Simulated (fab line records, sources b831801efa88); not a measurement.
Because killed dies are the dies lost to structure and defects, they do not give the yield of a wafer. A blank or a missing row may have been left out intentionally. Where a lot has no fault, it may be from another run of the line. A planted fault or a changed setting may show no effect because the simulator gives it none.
Which of the tools did it? / flow sky130 / Sampling: 12 lots, 36 wafers, 3 of 708 route steps

WHAT THE GAUGES READ, wafer by wafer
SKY_PWDE_OVL_MEAS_07. Usual: for PWDE_OVL the level is -0.5 nm and the standard deviation is 1.4.
lot=L739; measured=day 3 22:25; on=overlay-02; PWDE_OVL (nm)=-1.8 -1.2 -1.8; flag=
lot=L740; measured=day 4 04:06; on=overlay-02; PWDE_OVL (nm)=-0.8 -1.0 -1.3; flag=
lot=L744; measured=day 5 02:16; on=overlay-01; PWDE_OVL (nm)=0.7 0.5 -2.1; flag=
lot=L745; measured=day 5 09:41; on=overlay-01; PWDE_OVL (nm)=-1.2 1.2 -0.8; flag=
lot=L746; measured=day 6 04:01; on=overlay-01; PWDE_OVL (nm)=1.1 0.3 1.6; flag=
lot=L753; measured=day 7 05:19; on=overlay-02; PWDE_OVL (nm)=-3.2 -3.1 -2.7; flag=
lot=L754; measured=day 7 10:31; on=overlay-01; PWDE_OVL (nm)=-1.2 -1.7 -1.5; flag=
lot=L756; measured=day 7 22:09; on=overlay-02; PWDE_OVL (nm)=-0.9 0.4 -0.6; flag=
lot=L758; measured=day 8 09:50; on=overlay-01; PWDE_OVL (nm)=1.8 -0.7 1.1; flag=
lot=L759; measured=day 8 10:52; on=overlay-02; PWDE_OVL (nm)=-0.4 -0.1 -1.4; flag=
lot=L761; measured=day 9 01:14; on=overlay-02; PWDE_OVL (nm)=-1.2 -3.3 -2.0; flag=
lot=L762; measured=day 9 04:35; on=overlay-01; PWDE_OVL (nm)=-0.7 -0.9 -1.5; flag=

SKY_METAL5_THK_MEAS_06: measures by xrf. Usual: for METAL5_ALCU_THK the level is 1166 nm and the standard deviation is 12.
lot=L739; measured=day 42 16:11; on=film metro-03; METAL5_ALCU_THK (nm)=1150 1185 1183; flag=
lot=L740; measured=day 43 01:37; on=film metro-04; METAL5_ALCU_THK (nm)=1170 1166 1156; flag=
lot=L744; measured=day 45 08:53; on=film metro-03; METAL5_ALCU_THK (nm)=1152 1149 1142; flag=
lot=L745; measured=day 45 07:50; on=film metro-02; METAL5_ALCU_THK (nm)=1177 1157 1177; flag=
lot=L746; measured=day 45 15:53; on=film metro-02; METAL5_ALCU_THK (nm)=1155 1159 1153; flag=
lot=L753; measured=day 46 15:44; on=film metro-02; METAL5_ALCU_THK (nm)=1148 1163 1164; flag=
lot=L754; measured=day 46 20:23; on=film metro-03; METAL5_ALCU_THK (nm)=1155 1161 1139; flag=
lot=L756; measured=day 48 00:20; on=film metro-03; METAL5_ALCU_THK (nm)=1182 1184 1182; flag=
lot=L758; measured=day 48 02:56; on=film metro-04; METAL5_ALCU_THK (nm)=1174 1168 1173; flag=
lot=L759; measured=day 48 05:18; on=film metro-02; METAL5_ALCU_THK (nm)=1176 1171 1176; flag=
lot=L761; measured=day 48 10:50; on=film metro-03; METAL5_ALCU_THK (nm)=1177 1180 1176; flag=
lot=L762; measured=day 48 12:19; on=film metro-03; METAL5_ALCU_THK (nm)=1174 1176 1163; flag=

TOOL THAT RAN EACH LOT (tool first, then ch and the chambers of the sampled wafers, then the start)
lot=L739; SKY_METAL4_DEVELOP_12=litho track-02 ch 0, day 41 13:00
lot=L740; SKY_METAL4_DEVELOP_12=litho track-02 ch 0, day 41 23:00
lot=L744; SKY_METAL4_DEVELOP_12=litho track-02 ch 0, day 44 07:00
lot=L745; SKY_METAL4_DEVELOP_12=litho track-02 ch 0, day 44 06:00
lot=L746; SKY_METAL4_DEVELOP_12=litho track-03 ch 0, day 44 14:00
lot=L753; SKY_METAL4_DEVELOP_12=litho track-02 ch 0, day 45 14:00
lot=L754; SKY_METAL4_DEVELOP_12=litho track-02 ch 0, day 45 21:00
lot=L756; SKY_METAL4_DEVELOP_12=litho track-01 ch 0, day 46 23:00
lot=L758; SKY_METAL4_DEVELOP_12=litho track-03 ch 0, day 47 03:00
lot=L759; SKY_METAL4_DEVELOP_12=litho track-03 ch 0, day 47 04:00
lot=L761; SKY_METAL4_DEVELOP_12=litho track-03 ch 0, day 47 11:00
lot=L762; SKY_METAL4_DEVELOP_12=litho track-01 ch 0, day 47 13:00
- SKY_METAL4_DEVELOP_12: develop time 60 s.

AS READ BY THE TOOLS THEMSELVES (means over the sampled wafers that have a number; for cases with no such wafer, the mark the record gives instead)
SKY_METAL4_DEVELOP_12. Usual: developer temp C 20.99 C, standard deviation 0.094; resist line temp C 23.01 C, standard deviation 0.11.
lot=L739; tool=litho track-02; developer temp C (C)=21.01; resist line temp C (C)=22.99; flag=
lot=L740; tool=litho track-02; developer temp C (C)=21.12; resist line temp C (C)=23.11; flag=
lot=L744; tool=litho track-02; developer temp C (C)=21.10; resist line temp C (C)=22.97; flag=
lot=L745; tool=litho track-02; developer temp C (C)=20.98; resist line temp C (C)=23.03; flag=
lot=L746; tool=litho track-03; developer temp C (C)=21.01; resist line temp C (C)=22.97; flag=
lot=L753; tool=litho track-02; developer temp C (C)=21.84; resist line temp C (C)=22.95; flag=OFF
lot=L754; tool=litho track-02; developer temp C (C)=21.72; resist line temp C (C)=22.90; flag=OFF
lot=L756; tool=litho track-01; developer temp C (C)=20.94; resist line temp C (C)=22.92; flag=
lot=L758; tool=litho track-03; developer temp C (C)=20.86; resist line temp C (C)=22.93; flag=
lot=L759; tool=litho track-03; developer temp C (C)=20.97; resist line temp C (C)=23.12; flag=
lot=L761; tool=litho track-03; developer temp C (C)=20.98; resist line temp C (C)=22.97; flag=
lot=L762; tool=litho track-01; developer temp C (C)=20.95; resist line temp C (C)=22.98; flag=

THE ANSWER, worked out from the rows above alone
Rule: a lot counts as off when the mean over its wafers that have a number is more than 3 standard deviations away from the usual mean. A lot without any number at a reading at which 4 lots or more have one is off too. The other lots that the step has rows for count as sound. The gauges are gone through in route order, then the tools' own readings, and for those a lot's mean is taken as printed above. At the first step where some lot is off, the reading lying furthest off is the one used; lots without a number count as furthest.
Off: L753, L754, at SKY_METAL4_DEVELOP_12 (developer temp C).
If a tool, at that step or one of the process steps before it, ran each lot that is off and ran no sound lot following the first of them, it fits. One fits: litho track-02 at SKY_METAL4_DEVELOP_12. A fault onset in the window from L744 (day 44 07:00, its last sound lot) to L753 (day 45 14:00, its first lot off) fits.
The tool's own readings at SKY_METAL4_DEVELOP_12 bear it out: on the lots that are off they differ by more than 5 times the standard deviation of the sound lots' means. developer temp C reads 21.78 C there against 20.99 C on the sound lots.

WHAT WAS PUT IN BY THE SIMULATOR
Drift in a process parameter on litho track-02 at SKY_METAL4_DEVELOP_12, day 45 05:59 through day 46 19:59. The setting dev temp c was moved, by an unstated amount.
Lots struck among those shown: L753, L754. Same finding as the rule above.
